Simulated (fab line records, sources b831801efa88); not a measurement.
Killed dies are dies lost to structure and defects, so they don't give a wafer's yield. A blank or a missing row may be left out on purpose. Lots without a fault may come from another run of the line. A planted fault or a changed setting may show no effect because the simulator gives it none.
fab line records | flow sky130
record lots=6 wafers=17 last_day=50
route steps=708 shown CONTACT@432 METAL1@434 PAD_OPEN@708
lots that met no fault: from a run of the same line without faults
start_h: hours from the record's first day to the start of the lot's first wafer shown | wait_h: hours since the lot's step before | " the same as in the row above | L1.1+2: a row that stands for several wafers | - no value, or no start given | * or withheld: withheld | < > ~ a bound
route shown NAME@n: a module of which the file shows steps, and the number in the route of the first | usual: mean/standard deviation of fault-free wafers | same: alike in all rows | chamber/n: place in a boat | sites: the reading at each site | _std_site: their standard deviation | _edge_site: outer sites' mean less inner sites' | radius_mm: how far each site lies from the wafer's centre | mask NAME#n: copy n | behind: the tool/chamber that last shaped the wafer | hold: why the lot was held/for how many hours/how that ended | device: the transistor (n, p or np) that didn't switch | end of line: the same wafers' tests at the end of the route | a step without rows: its recipe alone | killed: dies lost to structure and defects at the first sort, not the wafer's yield | map: a wafer's dies, x killed, . not, _ none there
set.NAME: the setting as run; set.NAME@STEP: as run at that earlier step | model.NAME: the simulator's own value behind a step, which no gauge read
lots at some steps of the route; a table a step, a row a wafer
services: from which hour (start_h, from the record's first day; less than 0 if before it) a tool's chamber was out of use, for how many hours, and why
## steps
# step SKY_CONTACT_THK_MEAS_26
# recipe thk_meas_gauge=xrf reads=W_of_CONTACT_CVD_24
# usual CONTACT_W_THK=336/4.9
# columns lot.wafer tool chamber start_h wait_h CONTACT_W_THK[nm]
L737.1 film_metro-01 - 763.71 0.1 338
L737.2 " - " " 334
L737.3 " - " " 333
L744.1 film_metro-04 - 818.21 0.1 334
L744.3 " - " " 335
L744.6 " - " " 331
L752.1 film_metro-04 - 876.60 0.1 337
L752.6 " - " " 339
L754.2 film_metro-01 - 901.58 0.1 338
L754.4 " - " " 332
L754.6 " - " " 341
L756.1 film_metro-03 - 909.89 0.1 326
L756.4 " - " " 328
L756.5 " - " " 336
L757.1 film_metro-03 - 916.34 0.1 336
L757.3 " - " " 338
L757.6 " - " " 338
# step SKY_CONTACT_CMP_27
# recipe stop_on=SiO2 t_overpolish_s=15 down_force_psi=3.5 platen_rpm=60 target_thk_nm=0 pad_velocity_m_s=0.94248
# step SKY_METAL1_SPUTTER_00
# recipe material=Ti target_thk_nm=15 power_w=3000 time_s=10 chamber_pressure_pa=0.4
# usual throttle_valve_pct=29.6/1
# columns lot.wafer tool chamber start_h wait_h throttle_valve_pct
L737.1 pvd_sputter-04 - 764.07 0.1 30.3
L737.2 " - " " 28.1
L737.3 " - " " 29.7
L744.1 pvd_sputter-04 - 818.57 0.1 30.4
L744.3 " - " " 31.7
L744.6 " - " " 29.6
L752.1 pvd_sputter-01 - 877.06 0.2 29.2
L752.6 " - " " 30.4
L754.2 pvd_sputter-04 - 901.93 0.1 28.4
L754.4 " - " " 29.4
L754.6 " - " " 31.6
L756.1 pvd_sputter-01 - 910.25 0.2 28.8
L756.4 " - " " 27.7
L756.5 " - " " 30.2
L757.1 pvd_sputter-02 - 916.70 0.1 29.0
L757.3 " - " " 30.1
L757.6 " - " " 29.4
# step SKY_METAL1_SPUTTER_01
# recipe material=TiN target_thk_nm=20 power_w=6500 time_s=16.7 chamber_pressure_pa=0.4
# step SKY_METAL1_SPUTTER_02
# recipe material=AlCu target_thk_nm=250 power_w=10600 time_s=13.3 chamber_pressure_pa=0.4
# usual throttle_valve_pct=29.5/1
# columns lot.wafer tool chamber start_h wait_h throttle_valve_pct
L737.1 pvd_sputter-04 - 764.12 0.0 30.6
L737.2 " - " " 28.5
L737.3 " - " " 29.4
L744.1 pvd_sputter-04 - 818.62 0.0 30.3
L744.3 " - " " 31.6
L744.6 " - " " 29.6
L752.1 pvd_sputter-01 - 877.11 0.0 29.0
L752.6 " - " " 30.0
L754.2 pvd_sputter-04 - 901.98 0.0 28.3
L754.4 " - " " 29.7
L754.6 " - " " 31.8
L756.1 pvd_sputter-01 - 910.30 0.0 29.1
L756.4 " - " " 27.5
L756.5 " - " " 30.4
L757.1 pvd_sputter-02 - 916.75 0.0 28.7
L757.3 " - " " 29.9
L757.6 " - " " 29.1
# step SKY_METAL1_SPUTTER_03
# recipe material=Ti target_thk_nm=5 power_w=3000 time_s=3.3 chamber_pressure_pa=0.4
# step SKY_METAL1_SPUTTER_04
# recipe material=TiN target_thk_nm=70 power_w=6500 time_s=58.3 chamber_pressure_pa=0.4
# usual throttle_valve_pct=29.6/1
# columns lot.wafer tool chamber start_h wait_h throttle_valve_pct
L737.1 pvd_sputter-04 - 764.16 0.0 30.2
L737.2 " - " " 28.0
L737.3 " - " " 29.6
L744.1 pvd_sputter-04 - 818.66 0.0 30.3
L744.3 " - " " 31.7
L744.6 " - " " 29.6
L752.1 pvd_sputter-01 - 877.15 0.0 29.2
L752.6 " - " " 30.6
L754.2 pvd_sputter-04 - 902.02 0.0 28.8
L754.4 " - " " 29.6
L754.6 " - " " 31.8
L756.1 pvd_sputter-01 - 910.34 0.0 29.2
L756.4 " - " " 27.7
L756.5 " - " " 30.5
L757.1 pvd_sputter-02 - 916.79 0.0 28.9
L757.3 " - " " 30.1
L757.6 " - " " 29.3
# step SKY_METAL1_RS_MEAS_05
# recipe thk_meas_gauge=four-point-probe reads=TiN_of_METAL1_SPUTTER_04+Ti_of_METAL1_SPUTTER_03+AlCu_of_METAL1_SPUTTER_02+TiN_of_METAL1_SPUTTER_01+Ti_of_METAL1_SPUTTER_00
# usual METAL1_ALCU_RS=0.1277/0.0013
# columns lot.wafer tool chamber start_h wait_h METAL1_ALCU_RS[ohm/sq]
L737.1 film_metro-02 - 764.21 0.0 0.1267
L737.2 " - " " 0.1274
L737.3 " - " " 0.1271
L744.1 film_metro-02 - 818.71 0.0 0.1273
L744.3 " - " " 0.1278
L744.6 " - " " 0.1292
L752.1 film_metro-02 - 877.20 0.0 0.1289
L752.6 " - " " 0.1296
L754.2 film_metro-04 - 902.09 0.0 0.1267
L754.4 " - " " 0.1274
L754.6 " - " " 0.1267
L756.1 film_metro-03 - 910.39 0.0 0.1298
L756.4 " - " " 0.1288
L756.5 " - " " 0.1300
L757.1 film_metro-02 - 916.84 0.0 0.1271
L757.3 " - " " 0.1257
L757.6 " - " " 0.1280
# step SKY_METAL1_THK_MEAS_06
# recipe thk_meas_gauge=xrf reads=AlCu_of_METAL1_SPUTTER_02
# usual METAL1_ALCU_THK=246.8/2.9
# columns lot.wafer tool chamber start_h wait_h METAL1_ALCU_THK[nm]
L737.1 film_metro-02 - 764.33 0.1 246.9
L737.2 " - " " 246.3
L737.3 " - " " 245.9
L744.1 film_metro-02 - 818.83 0.1 244.3
L744.3 " - " " 243.8
L744.6 " - " " 241.1
L752.1 film_metro-02 - 877.32 0.1 243.5
L752.6 " - " " 242.4
L754.2 film_metro-04 - 902.20 0.1 248.9
L754.4 " - " " 249.3
L754.6 " - " " 249.0
L756.1 film_metro-03 - 910.51 0.1 240.0
L756.4 " - " " 244.7
L756.5 " - " " 241.5
L757.1 film_metro-02 - 916.96 0.1 247.8
L757.3 " - " " 249.6
L757.6 " - " " 246.8
# step SKY_METAL1_DEHYDRATE_07
# recipe temp_c=200 time_s=60
# step SKY_METAL1_HMDS_08
# recipe prime_time_s=60 prime_temp_c=120
# step SKY_METAL1_COAT_09
# recipe resist=BARC temp_c=withheld time_s=withheld spin_rpm=3000 resist_thk_nm=60
# step SKY_METAL1_COAT_10
# recipe resist=KrF-thick spin_rpm=3000 resist_thk_nm=450
# usual spin_speed_rpm=2999.8/1.8
# columns lot.wafer tool chamber start_h wait_h spin_speed_rpm model.KrF-thick_of_METAL1_COAT_10.thk_nm
L737.1 litho_track-02 0 777 - 2999.5 449.4
L737.2 " 0 " " 3000.5 449.6
L737.3 " 0 " " 2998.8 449.7
L744.1 litho_track-04 0 831 - 3001.0 448.7
L744.3 " 0 " " 3003.4 449
L744.6 " 0 " " 3000.4 449.8
L752.1 litho_track-04 0 889 - 2999.4 417.7
L752.6 " 0 " " 3001.2 419.1
L754.2 litho_track-04 0 914 - 2997.8 448.7
L754.4 " 0 " " 3000.5 449.8
L754.6 " 0 " " 2996.7 418.5
L756.1 litho_track-03 0 923 - 2997.2 451.7
L756.4 " 0 " " 2999.8 450.6
L756.5 " 0 " " 2996.1 450.9
L757.1 litho_track-02 0 929 - 2996.9 450
L757.3 " 0 " " 2998.6 450.1
L757.6 " 0 " " 3000.0 449.6
# step SKY_METAL1_SOFTBAKE_11
# recipe temp_c=100 time_s=90 resist=KrF-thick
# step SKY_METAL1_EXPOSE_12
# recipe mask_id=MM1 na=0.8 source_shape=annular sigma_inner=0.55 sigma_outer=0.85 target_cd_nm=140 dose_mj=28
# step SKY_METAL1_PEB_13
# recipe peb_temp_c=withheld peb_time_s=withheld resist=KrF-thick
# step SKY_METAL1_DEVELOP_14
# recipe develop_time_s=60 resist=KrF-thick dev_temp_c=21
# step SKY_METAL1_CD_MEAS_15
# recipe target_cd_nm=140
# usual cd_nm=139.7/1.6
# columns lot.wafer tool chamber start_h wait_h cd_nm
L737.1 cd_sem-01 - 791.31 - 137.5
L737.2 " - " " 138.9
L737.3 " - " " 138.5
L744.1 cd_sem-01 - 844.59 - 140.2
L744.3 " - " " 140.6
L744.6 " - " " 139.6
L752.1 cd_sem-02 - 902.18 - 136.9
L752.6 " - " " 138.0
L754.2 cd_sem-01 - 927.53 - 138.2
L754.4 " - " " 138.0
L754.6 " - " " 136.3
L756.1 cd_sem-02 - 935.12 - 136.9
L756.4 " - " " 138.4
L756.5 " - " " 136.7
L757.1 cd_sem-02 - 940.98 - 139.6
L757.3 " - " " 140.1
L757.6 " - " " 140.8
# step SKY_METAL1_OVL_MEAS_16
# usual METAL1_OVL=-5/6.7
# columns lot.wafer tool chamber start_h wait_h METAL1_OVL[nm]
L737.1 overlay-02 - 791.43 0.1 -6
L737.2 " - " " -2
L737.3 " - " " -16
L744.1 overlay-02 - 844.71 0.1 -18
L744.3 " - " " -15
L744.6 " - " " -11
L752.1 overlay-01 - 902.30 0.1 -8
L752.6 " - " " 3
L754.2 overlay-01 - 927.63 0.1 4
L754.4 " - " " -1
L754.6 " - " " -3
L756.1 overlay-01 - 935.24 0.1 1
L756.4 " - " " 8
L756.5 " - " " 3
L757.1 overlay-02 - 941.10 0.1 2
L757.3 " - " " -2
L757.6 " - " " 4
# step SKY_METAL1_DESCUM_17
# recipe chemistry=O2 source_power_w=150 bias_power_w=0 pressure_mtorr=10 temp_c=40 time_s=8
# usual drypump_motor_current_A=5.9/0.57 oes_product_au=1.003/0.011
# same bias_power_w=0
# columns lot.wafer tool chamber start_h wait_h drypump_motor_current_A oes_product_au rf_hours_counter_h
L737.1 rie_metal-03 1 791.46 0.0 5.1 1.017 1
L737.2 " 0 " " 5.0 1.016 2
L737.3 " 0 " " 5.0 1.008 -
L744.1 rie_metal-04 0 844.75 0.0 6.1 0.995 16
L744.3 " 1 " " 6.3 0.995 -
L744.6 " 0 " " 6.1 0.999 -
L752.1 rie_metal-01 0 902.34 0.0 6.2 1.021 13
L752.6 " 0 " " 6.2 1.015 -
L754.2 rie_metal-03 0 927.66 0.0 4.9 1.011 6
L754.4 " 1 " " 5.1 0.999 -
L754.6 " 1 " " 5.1 1.017 -
L756.1 rie_metal-01 0 935.28 0.0 6.3 1.011 16
L756.4 " 0 " " 6.3 1.013 -
L756.5 " 0 " " 6.3 1.008 -
L757.1 rie_metal-01 0 941.14 0.0 6.3 1.011 17
L757.3 " 0 " " 6.3 1.008 -
L757.6 " 0 " " 6.3 1.014 -
# step SKY_METAL1_ETCH_18
# recipe chemistry=N2/H2 target=BARC ion_energy_ev=200 bias_w=100 pressure_mtorr=30 n2_flow_sccm=100 h2_flow_sccm=200 icp_w=500 stop_on=SiO2 time_s=45.9 target_depth_a=600
# usual drypump_motor_current_A=5.9/0.58 oes_product_au=0.853/0.0047 throttle_valve_pct=13.225/0.0099
# columns lot.wafer tool chamber start_h wait_h drypump_motor_current_A oes_product_au rf_hours_counter_h throttle_valve_pct
L737.1 rie_metal-03 1 791.49 0.0 5.1 0.856 1 13.229
L737.2 " 0 " " 5.0 0.853 2 13.230
L737.3 " 0 " " 5.0 0.853 - 13.217
L744.1 rie_metal-04 0 844.78 0.0 6.1 0.847 16 13.240
L744.3 " 1 " " 6.4 0.860 - 13.241
L744.6 " 0 " " 6.1 0.853 - 13.211
L752.1 rie_metal-01 0 902.40 0.1 6.3 0.855 13 13.226
L752.6 " 0 " " 6.3 0.854 - 13.227
L754.2 rie_metal-03 0 927.69 0.0 5.0 0.850 6 13.224
L754.4 " 1 " " 5.1 0.854 - 13.231
L754.6 " 1 " " 5.1 0.864 - 13.235
L756.1 rie_metal-01 0 935.34 0.1 6.3 0.854 16 13.230
L756.4 " 0 " " 6.3 0.848 - 13.222
L756.5 " 0 " " 6.3 0.851 - 13.215
L757.1 rie_metal-01 0 941.20 0.1 6.3 0.857 17 13.227
L757.3 " 0 " " 6.3 0.854 - 13.212
L757.6 " 0 " " 6.3 0.849 - 13.224
# step SKY_METAL1_METAL_ETCH_19
# recipe target_depth_a=3600 stop_on=SiO2 over_etch_frac=0.3 time_s=78 chemistry=Cl2/BCl3 resist_sidewall_deg=88 pressure_mtorr=10 icp_w=900 bias_w=48.5 Cl2_flow_sccm=60 bcl3_flow_sccm=30
# usual drypump_motor_current_A=5.9/0.57 oes_product_au=0.852/0.0055 throttle_valve_pct=22.265/0.0088
# columns lot.wafer tool chamber start_h wait_h drypump_motor_current_A oes_product_au rf_hours_counter_h throttle_valve_pct model.KrF-thick_of_METAL1_COAT_10.thk_nm
L737.1 rie_metal-03 1 791.56 0.0 5.1 0.856 1 22.262 156.6
L737.2 " 0 " " 5.0 0.859 2 22.278 157.2
L737.3 " 0 " " 5.0 0.852 - 22.286 155.3
L744.1 rie_metal-04 0 844.85 0.0 6.1 0.859 16 22.270 161
L744.3 " 1 " " 6.3 0.855 - 22.261 157.7
L744.6 " 0 " " 6.1 0.844 - 22.257 158.1
L752.1 rie_metal-01 0 902.53 0.1 6.3 0.843 13 22.263 121.1
L752.6 " 0 " " 6.3 0.833 - 22.258 122.8
L754.2 rie_metal-03 0 927.76 0.0 5.0 0.852 6 22.278 154.1
L754.4 " 1 " " 5.1 0.854 - 22.267 152.1
L754.6 " 1 " " 5.1 0.851 - 22.248 121
L756.1 rie_metal-01 0 935.46 0.1 6.2 0.855 16 22.267 156.1
L756.4 " 0 " " 6.2 0.860 - 22.267 153.9
L756.5 " 0 " " 6.3 0.841 - 22.279 155.8
L757.1 rie_metal-01 0 941.33 0.1 6.3 0.854 17 22.255 152.1
L757.3 " 0 " " 6.3 0.849 - 22.272 154.7
L757.6 " 0 " " 6.3 0.858 - 22.264 153.8
# step SKY_METAL1_STRIP_20
# recipe chemistry=O2/N2 power_w=1400 pressure_mtorr=1500 platen_temp_c=withheld o2_flow_sccm=3000 n2_flow_sccm=300 overash_fraction=0.5
# usual drypump_motor_current_A=5.8/0.54 oes_product_au=0.342/0.0049 strip_time_to_endpoint_s=2.69/0.041
# columns lot.wafer tool chamber start_h wait_h drypump_motor_current_A oes_product_au rf_hours_counter_h strip_time_to_endpoint_s
L737.1 plasma_asher-04 1 791.65 0.1 5.2 0.340 68 2.69
L737.2 " 0 " " 5.5 0.348 68 2.67
L737.3 " 1 " " 5.2 0.338 - 2.66
L744.1 plasma_asher-04 1 844.94 0.1 5.2 0.342 72 2.72
L744.3 " 1 " " 5.2 0.337 - 2.68
L744.6 " 1 " " 5.2 0.334 - 2.68
L752.1 plasma_asher-04 1 902.71 0.1 5.2 0.323 78 2.29
L752.6 " 0 " " 5.6 0.324 - 2.30
L754.2 plasma_asher-04 0 927.85 0.1 5.6 0.336 81 2.65
L754.4 " 0 " " 5.6 0.345 - 2.61
L754.6 " 1 " " 5.2 0.328 - 2.29
L756.1 plasma_asher-04 0 935.64 0.1 5.6 0.340 81 2.67
L756.4 " 0 " " 5.6 0.345 - 2.65
L756.5 " 0 " " 5.6 0.353 - 2.67
L757.1 plasma_asher-02 0 941.51 0.1 5.4 0.339 20 2.63
L757.3 " 1 " " 5.7 0.337 - 2.66
L757.6 " 1 " " 5.7 0.342 - 2.64
# step SKY_METAL1_STRIP_21
# recipe chemistry=post_etch_residue_remover time_s=1200 temp_c=72.5
# step SKY_PAD_OPEN_PROBE_99
# usual defect_limited_yield=82.4/1.8 killed_at_M0_to_M3=45/6.8 killed_at_M4_up=3.2/1.6 killed_at_contacts=24/5.1 killed_at_front_end=14/4.4 killed_at_other=0.4/0.65 killed_dies=87/8.8 killed_open=47/7.2 killed_short=39/6.1 sort_bin_3_pad_short=0.9/0.38 sort_bin_5_function=10.4/1.5 sort_bin_6_memory=6.4/1.1 sort_n_pass=405/8.8 sort_yield_pct=82.4/1.8
# same gross_dies=492 killed_at_back_side=0 sort_bin_4_leakage[%]=0 sort_bin_8_speed[%]=0
# columns lot.wafer tool chamber start_h wait_h defect_limited_yield[%] killed_at_M0_to_M3 killed_at_M4_up killed_at_contacts killed_at_front_end killed_at_other killed_dies killed_open killed_short sort_bin_3_pad_short[%] sort_bin_5_function[%] sort_bin_6_memory[%] sort_n_pass sort_yield_pct[%]
L737.1 prober-01 - 1096.24 0.1 83.5 40 1 28 12 0 81 42 39 1.0 8.9 6.5 411 83.5
L737.2 prober-01 - 1096.29 0.1 79.7 48 2 39 11 0 100 62 37 1.0 12.8 6.5 392 79.7
L737.3 prober-01 - 1096.34 0.2 81.3 48 2 34 7 1 92 51 41 1.0 11.6 6.1 400 81.3
L744.1 prober-02 - 1137.81 0.1 78.9 55 3 27 19 0 104 57 47 0.6 13.8 6.7 388 78.9
L744.3 prober-02 - 1137.91 0.2 81.9 45 5 22 15 2 89 38 51 1.4 11.8 4.9 403 81.9
L744.6 prober-02 - 1138.06 0.2 79.3 57 4 23 18 0 102 62 40 1.0 12.4 7.3 390 79.3
L752.1 prober-02 - 1176.83 0.1 85.8 38 4 17 11 0 70 43 27 1.2 6.9 6.1 422 85.8
L752.6 prober-02 - 1177.08 0.2 82.3 42 5 23 17 0 87 44 43 0.8 10.4 6.5 405 82.3
L754.2 prober-02 - 1195.17 0.1 81.1 55 5 22 10 1 93 49 44 1.4 11.8 5.7 399 81.1
L754.4 prober-02 - 1195.27 0.2 81.7 44 7 23 16 0 90 51 38 0.6 12.2 5.5 402 81.7
L754.6 prober-02 - 1195.37 0.2 84.8 38 1 30 6 0 75 37 37 1.6 9.8 3.9 417 84.8
L757.1 prober-01 - 1202.93 0.1 80.9 54 4 17 19 0 94 46 48 0.6 12.0 6.5 398 80.9
L757.3 prober-01 - 1203.03 0.2 83.5 47 2 18 13 1 81 45 36 0.8 9.6 6.1 411 83.5
L757.6 prober-01 - 1203.18 0.2 79.9 53 2 29 14 1 99 59 39 0.8 14.4 4.9 393 79.9
# killed by level:class
L737.1 VIA1:geometric_particle:open=10 CONTACT:geometric_particle:open=9 LI_CONTACT:geometric_particle:open=8 CONTACT:geometric_particle:short=7 FIELD_ISO:geometric_particle:short=5 METAL1:geometric_particle:short=5 METAL3:geometric_particle:short=5 METAL1:geometric_particle:open=4
L737.2 CONTACT:geometric_particle:open=16 LI_CONTACT:geometric_particle:open=12 VIA1:geometric_particle:open=9 VIA2:geometric_particle:open=8 VIA3:geometric_particle:open=7 METAL2:geometric_particle:short=6 METAL3:geometric_particle:short=5 LOCAL_INTERCONNECT:geometric_particle:short=4
L737.3 VIA1:geometric_particle:open=13 LI_CONTACT:geometric_particle:open=10 CONTACT:geometric_particle:open=9 METAL2:geometric_particle:short=8 VIA3:geometric_particle:open=7 VIA1:geometric_particle:short=6 CONTACT:geometric_particle:short=5 LI_CONTACT:geometric_particle:short=4
L744.1 VIA1:geometric_particle:open=12 VIA1:geometric_particle:short=10 LI_CONTACT:geometric_particle:open=10 POLY_GATE:geometric_particle:open=8 CONTACT:geometric_particle:open=8 VIA2:geometric_particle:open=6 METAL1:geometric_particle:short=6 VIA2:geometric_particle:short=5
L744.3 VIA1:geometric_particle:open=11 VIA1:geometric_particle:short=7 METAL1:geometric_particle:short=7 CONTACT:geometric_particle:open=6 VIA2:geometric_particle:short=6 LOCAL_INTERCONNECT:geometric_particle:short=5 CONTACT:geometric_particle:short=5 POLY_GATE:geometric_particle:open=4
L744.6 VIA1:geometric_particle:open=13 VIA2:geometric_particle:open=10 LI_CONTACT:geometric_particle:open=7 METAL2:geometric_particle:short=6 VIA2:geometric_particle:short=6 FIELD_ISO:geometric_particle:open=5 VIA3:geometric_particle:open=5 CONTACT:geometric_particle:open=5
L752.1 VIA2:geometric_particle:open=7 CONTACT:geometric_particle:open=6 VIA3:geometric_particle:open=6 VIA1:geometric_particle:short=5 VIA1:geometric_particle:open=5 LI_CONTACT:geometric_particle:short=4 FIELD_ISO:geometric_particle:open=3 LI_CONTACT:geometric_particle:open=3
L752.6 VIA1:geometric_particle:open=10 CONTACT:geometric_particle:open=9 METAL2:geometric_particle:short=8 METAL1:geometric_particle:short=6 FIELD_ISO:geometric_particle:open=5 VIA2:geometric_particle:open=5 FIELD_ISO:geometric_particle:short=4 LI_CONTACT:geometric_particle:short=4
L754.2 CONTACT:geometric_particle:open=10 LI_CONTACT:geometric_particle:open=9 VIA1:geometric_particle:short=8 VIA1:geometric_particle:open=8 METAL2:geometric_particle:short=8 VIA3:geometric_particle:open=8 VIA2:geometric_particle:open=7 METAL1:geometric_particle:short=6
L754.4 VIA2:geometric_particle:open=12 VIA1:geometric_particle:open=9 LI_CONTACT:geometric_particle:open=9 POLY_GATE:geometric_particle:short=7 METAL4:geometric_particle:short=7 CONTACT:geometric_particle:open=6 METAL1:geometric_particle:short=6 VIA3:geometric_particle:open=6
L754.6 CONTACT:geometric_particle:open=11 CONTACT:geometric_particle:short=8 METAL1:geometric_particle:short=6 VIA3:geometric_particle:open=6 VIA1:geometric_particle:open=6 VIA3:geometric_particle:short=6 METAL2:geometric_particle:short=5 LI_CONTACT:geometric_particle:open=4
L757.1 VIA1:geometric_particle:open=13 METAL2:geometric_particle:short=9 METAL1:geometric_particle:short=7 CONTACT:geometric_particle:open=6 VIA2:geometric_particle:open=5 VIA3:geometric_particle:open=5 METAL4:geometric_particle:short=4 VIA3:geometric_particle:short=4
L757.3 VIA2:geometric_particle:open=11 VIA1:geometric_particle:open=10 CONTACT:geometric_particle:open=9 VIA1:geometric_particle:short=8 LI_CONTACT:geometric_particle:open=5 METAL2:geometric_particle:short=4 VIA2:geometric_particle:short=4 FIELD_ISO:geometric_particle:short=3
L757.6 VIA3:geometric_particle:open=15 CONTACT:geometric_particle:open=12 VIA1:geometric_particle:open=9 VIA2:geometric_particle:open=7 CONTACT:geometric_particle:short=5 FIELD_ISO:geometric_particle:open=4 LI_CONTACT:geometric_particle:open=4 METAL1:geometric_particle:short=4
## services
# columns tool chamber start_h hours kind
pvd_sputter-02 - 743.48 5.8 repair
rie_metal-03 1 751.11 - clean
rie_metal-03 1 751.11 17.6 scheduled_down
rie_metal-03 1 751.11 17.6 vent_cycle
plasma_asher-04 - 752.70 0.8 repair
rie_metal-04 - 762.89 2.8 pm
rie_metal-01 0 769.01 2.5 repair
rie_metal-01 - 797.92 2.1 repair
plasma_asher-04 - 801.29 12.6 repair
pvd_sputter-02 - 806.54 1.6 repair
rie_metal-04 1 807.09 - clean
rie_metal-04 1 807.09 22.8 scheduled_down
plasma_asher-02 - 821.24 12.2 pm
rie_metal-03 0 822.57 13.1 repair
plasma_asher-04 - 842.84 0.3 repair
rie_metal-03 0 843.74 5.0 repair
rie_metal-03 - 856.31 2.8 pm
rie_metal-01 - 864.28 18.1 repair
rie_metal-01 1 873.02 81.6 repair
pvd_sputter-01 - 912.02 5.0 repair
rie_metal-04 - 913.56 0.7 repair
plasma_asher-04 - 931.55 2.6 repair
plasma_asher-04 - 932.71 2.7 repair
plasma_asher-04 - 938.11 63.4 repair
## key
first_sign step=SKY_METAL1_STRIP_20 reading=strip_time_to_endpoint_s direction=down sigmas=9.7 usual=* struck=*
effect step=SKY_METAL1_STRIP_20 reading=oes_product_au direction=down sigmas=3.5 usual=0.342 struck=0.325
model_effect step=SKY_METAL1_COAT_10 value=KrF-thick_of_METAL1_COAT_10.thk_nm without=450.1 struck=418.4
model_effect step=SKY_METAL1_METAL_ETCH_19 value=KrF-thick_of_METAL1_COAT_10.thk_nm without=153.4 struck=121.7
met_at SKY_METAL1_COAT_10
struck_wafers L752.1,L752.6,L754.6
onset_between 831 889
fault kind=process_parameter_drift tool=litho_track-04 chamber=- onset_h=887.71 steps=SKY_METAL1_COAT_10 channel=resist_thk_nm offset=-31.693 shape=step end_h=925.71 scope=struck_wafers_only acts_in=these_recipes_only stated=450
